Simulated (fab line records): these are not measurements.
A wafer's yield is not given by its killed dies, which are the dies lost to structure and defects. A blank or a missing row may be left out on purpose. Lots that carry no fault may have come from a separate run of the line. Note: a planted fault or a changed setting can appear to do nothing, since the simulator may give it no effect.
A single fault, viewed from 2 desks -- flow gf180mcu -- each desk has only its own numbers; what lay behind them comes last

AT THE TOOL OWNER'S DESK: pvd-sputter-01
The tool's own readings at GF_TOP_METAL_SPUTTER_01 (material TiN, target thk 30 nm, time 25 s): means of the sampled wafers that have a number, for each lot that ran on this tool. If a lot's mean is further than 4 standard deviations from the usual mean, the lot is out of limits and carries the mark OUT (the distance appears in the brackets).
Columns: A = cathode-dc-power-W at GF_TOP_METAL_SPUTTER_01, usual 6500.1 W; B = chamber-pressure-pa at GF_TOP_METAL_SPUTTER_01, usual 0.4000 Pa; C = throttle-valve-pct at GF_TOP_METAL_SPUTTER_01, usual 30.0 %
lot,first seen here,A,B,C
L671,day 27 15:34,6500.9,0.3995,30.0
L674,day 28 13:54,6500.3,0.4002,29.8
L681,day 30 16:53,6358.7 (-99 or more) OUT,0.3996,30.1
This desk finds L681 out of limits, L681 being first, at day 30 16:53 (cathode-dc-power-W at GF_TOP_METAL_SPUTTER_01). Within limits: L671, L674.

THE METROLOGY DESK
What the gauges read, lot by lot, whatever tool the lot ran on: means of the sampled wafers that have a number. If a lot's mean is further than 4 standard deviations from the usual mean, the lot is out of limits and carries the mark OUT (the distance appears in the brackets).
Columns: A = V5_W_RS at GF_V5_RS_MEAS_24, usual 0.3274 ohm/sq
lot,first seen here,A
L670,day 27 13:59,0.3236
L671,day 27 14:37,0.3252
L673,day 28 11:17,0.3260
L672,day 28 11:59,0.3336
L674,day 28 13:22,0.3299
L680,day 30 05:38,0.3284
L681,day 30 16:18,0.3267
L686,day 31 21:13,0.3266
L689,day 32 17:16,0.3255
L690,day 32 22:39,0.3275
L691,day 33 05:58,0.3291
Result from this desk: across the 11 lots, nothing is out of limits.

PUT TOGETHER
On L681, at day 30 16:53, an alarm was possible from the tool owner's desk.
The metrology desk saw nothing out of limits.
The metrology desk has L681 on record, within its limits.
On pvd-sputter-01, each named lot ran GF_TOP_METAL_SPUTTER_01.

WHAT THE SIMULATOR HAD PUT IN
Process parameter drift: pvd-sputter-01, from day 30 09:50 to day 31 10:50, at GF_TOP_METAL_SPUTTER_01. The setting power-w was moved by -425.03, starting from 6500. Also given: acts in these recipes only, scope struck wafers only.
Struck lots among those shown: L681.
How many hours passed from the start of the fault until each desk's first out-of-limits reading: the tool owner's desk, 7.
